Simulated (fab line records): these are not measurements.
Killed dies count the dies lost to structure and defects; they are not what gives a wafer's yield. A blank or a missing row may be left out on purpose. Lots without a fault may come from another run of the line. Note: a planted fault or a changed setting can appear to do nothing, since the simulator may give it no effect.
fab line records	flow sfqLine
record: lots: 6	wafers: 18	lastDay: 74
route steps=325 shown M4@152 I4@163 JJ@178
lots untouched by any fault: they come from a run of this same line in which no faults occurred
startH: start of the lot's first displayed wafer, in hours after the record's first day	waitH: hours since the lot's step before	" the same as in the row above	L1.1+2: a row that stands for several wafers	- no value, or no start given	* or withheld: withheld	< > ~ a bound
route shown NAME@n: a module of which the file shows steps, and the number in the route of the first	usual: mean/standard deviation of fault-free wafers	same: alike in all rows	chamber/n: place in a boat	sites: each site's reading	_std_site: how widely they spread, as a standard deviation	_edge_site: the outer-site mean with the inner-site mean subtracted	radiusMm: for every site, how far away it sits from the centre of the wafer	mask NAME#n: copy n	behind: the last tool/chamber to shape the wafer	hold: cause of the lot's hold/its duration in hours/its outcome	device: the n, p or np transistor that did not switch	end of line: the tests these same wafers got at the end of their route	a step given without rows: its recipe and nothing more	killed: at the first sort, the dies lost to defects and structure; wafer yield is something else	map: a wafer's dies, marking killed ones x, the rest . and places with no die _
set.NAME: the setting the step ran with; set.NAME@STEP: the setting that earlier step ran with	model.NAME: the simulator's own value behind a step, which no gauge read
lots at some steps of the route; a table a step, a row a wafer
services: the hour from which a tool's chamber was out of use, counted from the record's first day as startH (under 0 if before that day), plus the number of hours and why
== steps ==
step: SFQ_TRILAYER_M4_LITHO_COAT_098
recipe: resist: BARC	spinRpm: 3000	resistThkNm: 62
step: SFQ_TRILAYER_M4_LITHO_COAT_093
recipe: resist: KrF	spinRpm: 3000	resistThkNm: 600
step: SFQ_TRILAYER_M4_LITHO_SOFTBAKE_097
recipe: tempC: withheld	timeS: withheld	resist: KrF
step: SFQ_TRILAYER_M4_LITHO_EXPOSE_094
recipe: maskId: M4	na: 0.6	sourceShape: conventional	sigmaOuter: 0.65	targetCdNm: 500	doseMj: 14.4
step: SFQ_TRILAYER_M4_LITHO_PEB_096
recipe: pebTempC: 115	pebTimeS: 60	resist: KrF
step: SFQ_TRILAYER_M4_LITHO_DEVELOP_095
recipe: timeS: 60	resist: KrF
step: SFQ_M4_OVL_MEAS_926
usual: M4_OVL: -5/4.5
lot.wafer	tool	chamber	startH	waitH	M4_OVL[nm]
L987.1	overlay-02	-	847.83	0.1	-9
L987.4	"	-	"	"	-11
L987.6	"	-	"	"	-9
L988.1	overlay-02	-	850.23	0.1	-7
L988.2	"	-	"	"	-9
L988.6	"	-	"	"	2
L989.4	overlay-02	-	851.45	0.1	-16
L989.5	"	-	"	"	-6
L989.6	"	-	"	"	-9
L990.2	overlay-02	-	871.32	0.1	-2
L990.4	"	-	"	"	-5
L990.5	"	-	"	"	-2
L997.1	overlay-02	-	961.86	0.1	-3
L997.3	"	-	"	"	-8
L997.4	"	-	"	"	-8
L101.2	overlay-01	-	1024.91	0.1	-8
L101.4	"	-	"	"	-14
L101.5	"	-	"	"	-12
step: SFQ_TRILAYER_M4_BARC_OPEN_METAL_ETCH_123
recipe: maskMaterial: PR	chemistry: O2	targetDepthNm: 125	target: BARC	icpW: 600	biasW: 80	pressureMtorr: 10	timeS: 41.7
usual: drypumpMotorCurrentA: 5.85/0.25	oesProductAu: 0.685/0.0043
lot.wafer	tool	chamber	startH	waitH	drypumpMotorCurrentA	oesProductAu	rfHoursCounterH
L987.1	rieMetal-01	0	847.87	0.0	5.76	0.689	163
L987.4	"	0	"	"	5.76	0.675	-
L987.6	"	0	"	"	5.76	0.686	-
L988.1	rieMetal-01	0	850.27	0.0	5.77	0.684	165
L988.2	"	0	"	"	5.76	0.682	-
L988.6	"	0	"	"	5.79	0.692	-
L989.4	rieMetal-04	1	851.49	0.0	5.41	0.686	-
L989.5	"	0	"	"	6.38	0.681	-
L989.6	"	1	"	"	5.42	0.684	-
L990.2	rieMetal-03	1	871.35	0.0	5.96	0.677	61
L990.4	"	0	"	"	5.88	0.684	-
L990.5	"	1	"	"	5.93	0.680	-
L997.1	rieMetal-01	1	961.90	0.0	5.85	0.690	149
L997.3	"	0	"	"	5.75	0.674	-
L997.4	"	1	"	"	5.83	0.689	-
L101.2	rieMetal-03	0	1024.94	0.0	5.86	0.684	44
L101.4	"	1	"	"	5.97	0.686	-
L101.5	"	0	"	"	5.84	0.684	-
step: SFQ_TRILAYER_M4_ETCH_METAL_ETCH_096
recipe: target: Nb	stopOn: SiO2	maskMaterial: PR	chemistry: Cl2/Ar	targetDepthNm: 240	icpW: 600	biasW: 80	pressureMtorr: 10	timeS: 120
step: SFQ_TRILAYER_M4_STRIP_STRIP_097
recipe: gas: O2	powerW: 200	platenTempC: 40	overashFraction: 0.65	chemistry: O2	pressureMtorr: 50
step: SFQ_TRILAYER_M4_STRIP_SOLV_CLEAN_098
recipe: chemistry: NMP	tempC: 70	timeS: 600
step: SFQ_TRILAYER_I4_DEP_PECVD_099
recipe: material: SiO2	tempC: 150	timeS: 111.11	pressureTorr: 2.4	rfW: 183.3	precursor: SiH4/N2O	targetThkNm: 500
usual: chamberPressureTorr: 2.400/0.0053	heaterPowerOuterW: 29/11	heaterPowerW: 79/12	susceptorTempC: 150.01/0.13	throttleValvePct: 25.0/1.3
lot.wafer	tool	chamber	startH	waitH	chamberPressureTorr	heaterPowerOuterW	heaterPowerW	susceptorTempC	throttleValvePct
L987.1	pecvd-04	0	849.61	0.0	2.400	27	84	150.27	27.2
L987.4	"	1	"	"	2.397	46	92	149.84	25.2
L987.6	"	2	"	"	2.402	14	62	150.07	24.0
L988.1	pecvd-03	0	852.01	0.0	2.407	37	92	150.04	23.1
L988.2	"	1	"	"	2.402	22	73	150.26	25.3
L988.6	"	2	"	"	2.404	47	104	149.99	24.1
L989.4	pecvd-04	1	852.47	0.0	-	-	-	-	-
L989.5	"	2	"	"	-	-	-	-	-
L989.6	"	0	"	"	-	-	-	-	-
L990.2	pecvd-01	0	872.31	0.0	-	-	-	-	-
L990.4	"	0	"	"	-	-	-	-	-
L990.5	"	1	"	"	-	-	-	-	-
L997.1	pecvd-01	2	962.86	0.0	2.402	22	66	150.17	24.1
L997.3	"	0	"	"	2.405	28	70	149.98	23.1
L997.4	"	1	"	"	2.401	20	64	149.98	23.2
L101.2	pecvd-03	2	1025.89	0.0	2.408	44	101	150.11	24.8
L101.4	"	0	"	"	2.398	34	85	150.04	23.6
L101.5	"	2	"	"	2.412	45	102	149.92	24.8
step: SFQ_TRILAYER_I4_CMP_CMP_100
recipe: material: SiO2	downForcePsi: 3	platenRpm: 60	padVelocityMS: 0.94248
usual: motorCurrentA: 10.6/1.1	timeToEndpointS: 218/7.1
lot.wafer	tool	chamber	startH	waitH	motorCurrentA	timeToEndpointS
L987.1	cmp-01	1	868.68	19.0	10.5	208
L987.4	"	3	869.68	20.0	12.1	227
L987.6	"	2	871.18	21.5	9.0	225
L988.1	cmp-01	3	871.68	19.6	12.3	221
L988.2	"	0	"	"	10.5	218
L988.6	"	3	873.68	21.6	12.3	230
L989.4	cmp-02	0	875.83	23.3	10.9	-
L989.6	"	1	"	"	10.4	-
L989.5	"	2	"	"	10.5	-
L990.2	cmp-02	1	898.83	26.5	10.1	-
L990.4	"	2	"	"	10.7	-
L990.5	"	1	900.83	28.4	10.5	-
L997.3	cmp-01	3	979.68	16.8	12.3	208
L997.4	"	0	"	"	10.9	222
L997.1	"	2	981.18	18.3	9.7	214
L101.4	cmp-02	3	1030.90	4.9	9.2	225
L101.2	"	2	1032.40	6.5	10.7	218
L101.5	"	3	"	"	9.5	222
step: SFQ_I4_BOW_MEAS_927
recipe: mode: bow
usual: I4_BOW: 4/9
lot.wafer	tool	chamber	startH	waitH	I4_BOW[um]
L987.1	filmMetro-03	-	871.68	2.5	-3
L987.4	"	-	"	"	2
L987.6	"	-	"	"	0
L988.1	filmMetro-02	-	874.68	2.5	4
L988.2	"	-	"	"	5
L988.6	"	-	"	"	-2
L989.4	filmMetro-04	-	877.39	1.1	4
L989.5	"	-	"	"	13
L989.6	"	-	"	"	18
L990.2	filmMetro-02	-	901.35	2.0	-9
L990.4	"	-	"	"	-4
L990.5	"	-	"	"	-14
L997.1	filmMetro-04	-	982.68	1.0	5
L997.3	"	-	"	"	10
L997.4	"	-	"	"	12
L101.2	filmMetro-02	-	1033.92	1.0	8
L101.4	"	-	"	"	2
L101.5	"	-	"	"	13
step: SFQ_TRILAYER_I4_METRO_MEASURE_101
lot.wafer	tool	chamber	startH	waitH
L987.1+4+6	filmMetro-03	-	871.80	0.1
L988.1+2+6	filmMetro-02	-	874.80	0.1
L989.4+5+6	filmMetro-04	-	878.05	0.6
L990.2+4+5	filmMetro-02	-	901.65	0.3
L997.1+3+4	filmMetro-04	-	982.80	0.1
L101.2+4+5	filmMetro-02	-	1034.22	0.3
step: SFQ_TRILAYER_I4_VIA_LITHO_COAT_108
recipe: resist: BARC	spinRpm: 3000	resistThkNm: 62
step: SFQ_TRILAYER_I4_VIA_LITHO_COAT_103
recipe: resist: KrF	spinRpm: 3000	resistThkNm: 650
step: SFQ_TRILAYER_I4_VIA_LITHO_SOFTBAKE_107
recipe: tempC: withheld	timeS: withheld	resist: KrF
step: SFQ_TRILAYER_I4_VIA_LITHO_EXPOSE_104
recipe: maskId: I4	na: 0.6	sourceShape: conventional	sigmaOuter: 0.65	targetCdNm: 700	doseMj: 21.3
step: SFQ_TRILAYER_I4_VIA_LITHO_PEB_106
recipe: pebTempC: 115	pebTimeS: 60	resist: KrF
step: SFQ_TRILAYER_I4_VIA_LITHO_DEVELOP_105
recipe: timeS: 60	resist: KrF
step: SFQ_I4_OVL_MEAS_928
usual: I4_OVL: 0/5
lot.wafer	tool	chamber	startH	waitH	I4_OVL[nm]
L987.1	overlay-01	-	933.06	0.1	2
L987.4	"	-	"	"	2
L987.6	"	-	"	"	1
L988.1	overlay-02	-	935.46	0.1	-2
L988.2	"	-	"	"	3
L988.6	"	-	"	"	-4
L989.4	overlay-02	-	939.08	0.1	6
L989.5	"	-	"	"	0
L989.6	"	-	"	"	1
L990.2	overlay-01	-	964.37	0.1	6
L990.4	"	-	"	"	0
L990.5	"	-	"	"	4
L997.1	overlay-02	-	1055.65	0.1	-7
L997.3	"	-	"	"	-1
L997.4	"	-	"	"	-10
L101.2	overlay-02	-	1112.95	0.1	5
L101.4	"	-	"	"	7
L101.5	"	-	"	"	5
step: SFQ_TRILAYER_I4_VIA_BARC_OPEN_VIA_ETCH_146
recipe: maskMaterial: PR	chemistry: O2	targetDepthNm: 125	target: BARC	sourceW: 500	biasW: 80	pressureMtorr: 30	timeS: 41.7
step: SFQ_TRILAYER_I4_VIA_ETCH_VIA_ETCH_106
recipe: target: SiO2	stopOn: Nb	maskMaterial: PR	taperDeg: 20	chemistry: CHF3	targetDepthNm: 260	sourceW: 500	biasW: 80	pressureMtorr: 30	timeS: withheld
usual: drypumpMotorCurrentA: 5.4/0.35	oesProductAu: 0.855/0.0049
lot.wafer	tool	chamber	startH	waitH	drypumpMotorCurrentA	oesProductAu	model.etch.depthNm
L987.1	rieDiel-02	1	933.14	0.0	5.1	0.854	198.8
L987.4	"	0	"	"	5.7	0.852	199.3
L987.6	"	2	"	"	6.0	0.853	199
L988.1	rieDiel-04	0	935.54	0.0	5.0	0.853	201.6
L988.2	"	2	"	"	5.3	0.847	199.7
L988.6	"	0	"	"	5.0	0.848	200.5
L989.4	rieDiel-04	1	939.19	0.1	5.8	0.373	0
L989.5	"	3	"	"	4.9	0.371	0
L989.6	"	2	"	"	5.3	0.378	0
L990.2	rieDiel-02	1	964.44	0.0	5.1	0.374	0
L990.4	"	3	"	"	6.0	0.382	0
L990.5	"	1	"	"	5.2	0.373	0
L997.1	rieDiel-01	1	1055.73	0.0	5.1	0.863	200.7
L997.3	"	0	"	"	5.2	0.855	201.4
L997.4	"	3	"	"	5.4	0.859	200.9
L101.2	rieDiel-04	1	1113.02	0.0	5.8	0.851	199.6
L101.4	"	2	"	"	5.3	0.848	199.5
L101.5	"	3	"	"	4.9	0.847	199.1
step: SFQ_TRILAYER_I4_VIA_STRIP_STRIP_107
recipe: gas: O2	powerW: 200	platenTempC: 40	overashFraction: 0.65	chemistry: O2	pressureMtorr: 50
usual: drypumpMotorCurrentA: 5.9/0.38	oesProductAu: 0.997/0.01
same: overashFraction: 0.65
lot.wafer	tool	chamber	startH	waitH	drypumpMotorCurrentA	oesProductAu	rfHoursCounterH
L987.1	rieMetal-01	1	933.25	-	5.9	0.995	143
L987.4	"	1	"	"	5.8	0.978	-
L987.6	"	0	"	"	5.8	0.992	-
L988.1	rieMetal-01	1	935.65	-	5.9	0.972	143
L988.2	"	0	"	"	5.7	0.982	7
L988.6	"	1	"	"	5.9	0.977	-
L989.4	rieMetal-04	1	939.45	-	5.4	1.004	-
L989.5	"	1	"	"	5.4	1.004	-
L989.6	"	0	"	"	6.4	0.998	-
L990.2	rieMetal-01	0	964.55	-	5.8	0.991	14
L990.4	"	0	"	"	5.8	0.985	-
L990.5	"	1	"	"	5.9	0.975	-
L997.1	rieMetal-04	1	1055.84	-	5.4	0.995	85
L997.3	"	1	"	"	5.4	0.994	-
L997.4	"	0	"	"	6.4	1.013	-
L101.2	rieMetal-04	0	1113.14	-	6.4	1.020	140
L101.4	"	0	"	"	6.4	1.003	-
L101.5	"	0	"	"	6.4	1.007	-
step: SFQ_TRILAYER_I4_VIA_STRIP_SOLV_CLEAN_108
recipe: chemistry: NMP	tempC: 70	timeS: 600
step: SFQ_TRILAYER_JJ_TRILAYER_DEP_PRE_CLEAN_113
recipe: gas: Ar	timeS: 22.5	biasV: 250
step: SFQ_TRILAYER_JJ_TRILAYER_DEP_SPUTTER_109
recipe: material: Nb	basePressurePa: 1.33e-06	chamberPressurePa: 0.1333	substrateTempC: 20	targetThkNm: 150	powerW: 2000	timeS: 100
usual: throttleValvePct: 30.2/0.85
lot.wafer	tool	chamber	startH	waitH	throttleValvePct
L987.1	pvdSputter-06	-	934.05	0.0	31.1
L987.4	"	-	"	"	32.3
L987.6	"	-	"	"	31.0
L988.1	pvdSputter-04	-	936.45	0.0	30.7
L988.2	"	-	"	"	29.6
L988.6	"	-	"	"	29.9
L989.4	pvdSputter-03	-	940.05	0.0	28.6
L989.5	"	-	"	"	29.0
L989.6	"	-	"	"	29.7
L990.2	pvdSputter-03	-	965.35	0.0	29.8
L990.4	"	-	"	"	30.0
L990.5	"	-	"	"	29.3
L997.1	pvdSputter-06	-	1056.64	0.0	31.2
L997.3	"	-	"	"	31.1
L997.4	"	-	"	"	32.6
L101.2	pvdSputter-04	-	1113.94	0.0	29.8
L101.4	"	-	"	"	29.9
L101.5	"	-	"	"	29.9
step: SFQ_TRILAYER_JJ_TRILAYER_DEP_SPUTTER_110
recipe: material: Al	basePressurePa: 1.33e-06	targetThkNm: 8	powerW: 500	timeS: 10	chamberPressurePa: 0.4
usual: throttleValvePct: 30.2/0.86
lot.wafer	tool	chamber	startH	waitH	throttleValvePct
L987.1	pvdSputter-06	-	934.13	0.0	31.5
L987.4	"	-	"	"	32.4
L987.6	"	-	"	"	31.0
L988.1	pvdSputter-04	-	936.53	0.0	31.1
L988.2	"	-	"	"	29.8
L988.6	"	-	"	"	29.7
L989.4	pvdSputter-03	-	940.13	0.0	28.7
L989.5	"	-	"	"	28.5
L989.6	"	-	"	"	29.9
L990.2	pvdSputter-03	-	965.43	0.0	29.8
L990.4	"	-	"	"	29.9
L990.5	"	-	"	"	29.7
L997.1	pvdSputter-06	-	1056.71	0.0	31.2
L997.3	"	-	"	"	31.0
L997.4	"	-	"	"	32.5
L101.2	pvdSputter-04	-	1114.01	0.0	29.5
L101.4	"	-	"	"	29.9
L101.5	"	-	"	"	30.0
step: SFQ_TRILAYER_JJ_TRILAYER_DEP_AL_OXIDATION_111
recipe: pressureMbar: 0.014667	oxidationTimeS: 600	temperatureK: 293
step: SFQ_TRILAYER_JJ_TRILAYER_DEP_SPUTTER_112
recipe: material: Nb	basePressurePa: 1.33e-06	chamberPressurePa: 0.1333	substrateTempC: 20	targetThkNm: 170	powerW: 2000	timeS: 113.3
step: SFQ_JJ_RS_MEAS_929
recipe: thkMeasGauge: four-point-probe	reads: Nb_of_TRILAYER_JJ_TRILAYER_DEP_SPUTTER_112
usual: JJ_NB_RS: 1.046/0.011
lot.wafer	tool	chamber	startH	waitH	JJ_NB_RS[ohm/sq]
L987.1	filmMetro-01	-	935.23	0.0	1.038
L987.4	"	-	"	"	1.035
L987.6	"	-	"	"	1.025
L988.1	filmMetro-04	-	937.63	0.0	1.041
L988.2	"	-	"	"	1.042
L988.6	"	-	"	"	1.041
L989.4	filmMetro-02	-	941.29	0.1	1.048
L989.5	"	-	"	"	1.058
L989.6	"	-	"	"	1.067
L990.2	filmMetro-02	-	966.55	0.1	1.052
L990.4	"	-	"	"	1.053
L990.5	"	-	"	"	1.062
L997.1	filmMetro-01	-	1057.82	0.0	1.054
L997.3	"	-	"	"	1.040
L997.4	"	-	"	"	1.056
L101.2	filmMetro-04	-	1115.14	0.1	1.035
L101.4	"	-	"	"	1.036
L101.5	"	-	"	"	1.050
step: SFQ_TRILAYER_JJ_CE_LITHO_COAT_119
recipe: resist: BARC	spinRpm: 3000	resistThkNm: 62
step: SFQ_TRILAYER_JJ_CE_LITHO_COAT_114
recipe: resist: KrF	spinRpm: 3000	resistThkNm: 600
step: SFQ_TRILAYER_JJ_CE_LITHO_SOFTBAKE_118
recipe: tempC: withheld	timeS: withheld	resist: KrF
step: SFQ_TRILAYER_JJ_CE_LITHO_EXPOSE_115
recipe: maskId: J5	na: 0.6	sourceShape: conventional	sigmaOuter: 0.65	targetCdNm: 700	doseMj: 14.4
usual: exposureDoseMJCm2: 14.396/0.015	focusOffsetNm: 0.1/0.6	sigmaOuter: 0.65/0	stageVelMmS: 500.00/0.26
lot.wafer	tool	chamber	startH	waitH	mask	exposureDoseMJCm2	focusOffsetNm	sigmaOuter	stageVelMmS
L987.1	krfScanner-01	0	996.46	-	J5#0	14.396	0.9	0.65	500.37
L987.4	"	0	"	"	J5#0	14.398	-0.1	0.65	500.17
L987.6	"	0	"	"	J5#0	14.406	0.5	0.65	500.05
L988.1	krfScanner-01	0	1000.06	-	J5#0	14.380	0.0	0.65	500.13
L988.2	"	0	"	"	J5#0	14.420	0.2	0.65	499.97
L988.6	"	0	"	"	J5#0	14.411	0.1	0.65	499.70
L989.4	krfScanner-01	-	1006.20	-	J5#0	-	-	-	-
L989.5	"	-	"	"	J5#0	-	-	-	-
L989.6	"	-	"	"	J5#0	-	-	-	-
L990.2	krfScanner-01	-	1034.40	-	J5#0	-	-	-	-
L990.4	"	-	"	"	J5#0	-	-	-	-
L990.5	"	-	"	"	J5#0	-	-	-	-
L997.1	krfScanner-01	0	1139.15	-	J5#0	14.404	0.1	0.65	500.02
L997.3	"	0	"	"	J5#0	14.411	0.3	0.65	500.28
L997.4	"	0	"	"	J5#0	14.413	-0.1	0.65	500.08
L101.2	krfScanner-02	0	1215.94	-	J5#0	14.371	1.0	0.65	500.61
L101.4	"	0	"	"	J5#0	14.393	1.3	0.65	500.72
L101.5	"	0	"	"	J5#0	14.391	0.1	0.65	500.58
step: SFQ_TRILAYER_JJ_CE_LITHO_PEB_117
recipe: pebTempC: 115	pebTimeS: 60	resist: KrF
== services ==
tool	chamber	startH	hours	kind
rieMetal-01	-	825.22	0.3	repair
pvdSputter-06	-	829.98	2.5	repair
pvdSputter-03	-	837.28	3.4	repair
rieMetal-01	1	837.49	19.2	repair
krfScanner-01	-	852.33	1.0	pm
rieMetal-04	1	857.93	4.7	repair
krfScanner-01	-	864.97	0.5	repair
rieMetal-01	-	869.04	2.8	pm
krfScanner-01	-	881.42	8.1	repair
pvdSputter-06	-	891.68	10.4	repair
rieMetal-01	-	907.49	0.7	repair
pvdSputter-03	-	916.43	0.7	repair
pvdSputter-03	-	936.56	2.1	repair
krfScanner-01	-	961.56	1.3	pm
krfScanner-01	-	1021.20	1.0	pm
rieMetal-01	1	1050.14	17.0	repair
krfScanner-01	-	1068.59	3.1	repair
krfScanner-01	-	1085.84	0.1	repair
krfScanner-01	-	1110.72	0.7	repair
krfScanner-01	-	1136.65	1.3	pm
krfScanner-01	-	1166.67	0.2	repair
krfScanner-01	-	1185.69	0.4	repair
krfScanner-01	-	1189.79	1.0	pm
krfScanner-01	-	1206.39	0.8	pm
== key ==
firstSign: step: SFQ_TRILAYER_I4_DEP_PECVD_099	reading: toolRecord	direction: missing
effect: step: SFQ_TRILAYER_I4_VIA_ETCH_VIA_ETCH_106	reading: oesProductAu	direction: down	sigmas: 97	usual: 0.855	struck: 0.375
effect: step: SFQ_TRILAYER_JJ_CE_LITHO_EXPOSE_115	reading: toolRecord	direction: missing
modelEffect: step: SFQ_TRILAYER_I4_VIA_ETCH_VIA_ETCH_106	value: etch.depthNm	without: 200.4	struck: 0
metAt SFQ_TRILAYER_I4_DEP_PECVD_099
struckWafers L989.4,L989.5,L989.6,L990.2,L990.4,L990.5
onsetBetween 849.61 852.47
fault: kind: skippedStepWhole	tool: pecvd-01,pecvd-04	chamber: -	onsetH: 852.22	steps: SFQ_TRILAYER_I4_DEP_PECVD_099	scope: struckLotsOnly
